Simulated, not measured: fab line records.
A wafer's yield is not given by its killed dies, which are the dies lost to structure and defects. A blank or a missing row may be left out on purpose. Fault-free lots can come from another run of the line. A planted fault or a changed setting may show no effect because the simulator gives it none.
Matching of chambers / flow sky130 / 4 sister chambers for SKY_FIELD_ISO_ETCH_14 on rieDiel-02
The step etches BARC in N2/H2, stops on SiO2, time 45.9 s, target depth 60 nm. 4 wafers are shown with their chamber, then 8 later ones without.

WAFERS WITH THEIR CHAMBER
wafer=L087.4; chamber=2; drypumpMotorCurrentA (A)=6.10
wafer=L090.2; chamber=1; drypumpMotorCurrentA (A)=6.41
wafer=L090.4; chamber=0; drypumpMotorCurrentA (A)=6.10
wafer=L091.1; chamber=3; drypumpMotorCurrentA (A)=5.78

WAFERS WITHOUT THEIR CHAMBER
wafer=L091.2; drypumpMotorCurrentA (A)=6.08
wafer=L091.6; drypumpMotorCurrentA (A)=5.78
wafer=L093.1; drypumpMotorCurrentA (A)=6.11
wafer=L093.2; drypumpMotorCurrentA (A)=5.78
wafer=L093.4; drypumpMotorCurrentA (A)=6.07
wafer=L097.2; drypumpMotorCurrentA (A)=5.78
wafer=L097.5; drypumpMotorCurrentA (A)=6.40
wafer=L097.6; drypumpMotorCurrentA (A)=6.11

WHICH CHAMBER EACH ONE RAN IN
wafer=L091.2; from the rows above=can't be placed: 0 or 2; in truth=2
wafer=L091.6; from the rows above=3; in truth=3
wafer=L093.1; from the rows above=can't be placed: 0 or 2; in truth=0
wafer=L093.2; from the rows above=3; in truth=3
wafer=L093.4; from the rows above=can't be placed: 0 or 2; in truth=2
wafer=L097.2; from the rows above=3; in truth=3
wafer=L097.5; from the rows above=1; in truth=1
wafer=L097.6; from the rows above=can't be placed: 0 or 2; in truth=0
Placed correctly: 4 of 8. From these rows, 4 cannot be placed; in 4 the true chamber is one of the candidates. Placed wrongly: 0.
How it was worked out, from the rows above alone: a wafer's distance from a chamber is the root of the sum, over the readings, of the square of ((its reading less the chamber's mean) divided by the reading's scatter). If the next closest chamber is less than 2 further off than the closest, the wafer can't be placed; otherwise it belongs to the closest. For every chamber, the mean is computed from those of its wafers that are shown. The scatter: with one shown wafer a chamber, the root of the mean of the squares of how far each hidden wafer lies from its nearest shown one.
